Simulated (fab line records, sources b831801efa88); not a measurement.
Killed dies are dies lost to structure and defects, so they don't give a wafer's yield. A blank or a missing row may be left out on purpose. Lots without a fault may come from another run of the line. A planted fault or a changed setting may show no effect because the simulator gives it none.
A struck lot beside a sound one | flow sky130 | 14 steps out of a route of 708
Sound: wafers L162.1, L162.2, L162.4. Struck: wafers L168.1, L168.4, L168.5. The cause comes at the end.
At each step with rows: each side's tool, then ch and its chambers, then its first start. Under that, the readings that differ: sound wafers | struck wafers | difference of the means | sigmas: that difference in standard deviations of wafers without a fault.
alike: readings whose means differ by less than 2 such deviations, and words and numbers that are the same on both sides. not compared: withheld readings, readings that some wafer has no value for, bounds like >300 that may hide the same value, and numbers for which the record gives no deviation and whose values overlap.
The two part at a step that has a row with sigmas, a row that says differs or no value, or rows on one side only. Numbers that don't overlap but have no deviation are shown without sigmas and don't part them. A reading that every wafer of one side lacks parts them only if that side has two wafers or more.

first, 1 step without rows for these wafers: SKY_POLY_GATE_IMPLANT_02.
SKY_RES_PROTECT_STRIP_07: strips in O2/N2.
  sound on plasma_asher-03 ch 0,1, day 15 11:30; struck on plasma_asher-04 ch 0,1, day 17 08:08
  alike: drypump_motor_current_A, oes_product_au, strip_time_to_endpoint_s
  not compared: rf_hours_counter_h
SKY_RES_PROTECT_TW_MEAS_08:
  sound on film_metro-02, day 15 11:36; struck on film_metro-02, day 17 08:14
  alike: POLY_GATE_TW
then, 2 steps without rows for these wafers: SKY_RES_PROTECT_CLEAN_09 (cleans in SC1/SC2, time 150 s); SKY_POLY_GATE_CVD_03 (deposits Si3N4 from DCS/NH3, target thk 75 nm, time 1290 s).
SKY_POLY_GATE_THK_MEAS_04:
  sound on film_metro-02, day 15 14:57; struck on film_metro-03, day 17 09:43
  alike: POLY_GATE_CVD_03_THK
then, 6 steps without rows for these wafers: SKY_POLY_GATE_DEHYDRATE_05 (time 60 s); SKY_POLY_GATE_HMDS_06 (prime time 60 s); SKY_POLY_GATE_COAT_07 (resist thk 110 nm); SKY_POLY_GATE_COAT_08 (resist thk 450 nm); SKY_POLY_GATE_SOFTBAKE_09 (time 90 s); SKY_POLY_GATE_EXPOSE_10 (exposes mask P1M, target cd 150 nm).
SKY_POLY_GATE_PEB_11:
  sound on litho_track-01 ch 0, day 16 17:00; struck on litho_track-02, day 18 14:00
  reading         | sound          | struck | difference                    | sigmas
  exhaust_pa (Pa) | 45.0 45.1 44.8 | - - -  | no value on the struck wafers |
  not compared: chill_plate_temp_C
then, 1 step without rows for these wafers: SKY_POLY_GATE_DEVELOP_12 (develop time 60 s).

WHERE THEY PART
Only at SKY_POLY_GATE_PEB_11, within this record.

WHY: what the simulator had put in
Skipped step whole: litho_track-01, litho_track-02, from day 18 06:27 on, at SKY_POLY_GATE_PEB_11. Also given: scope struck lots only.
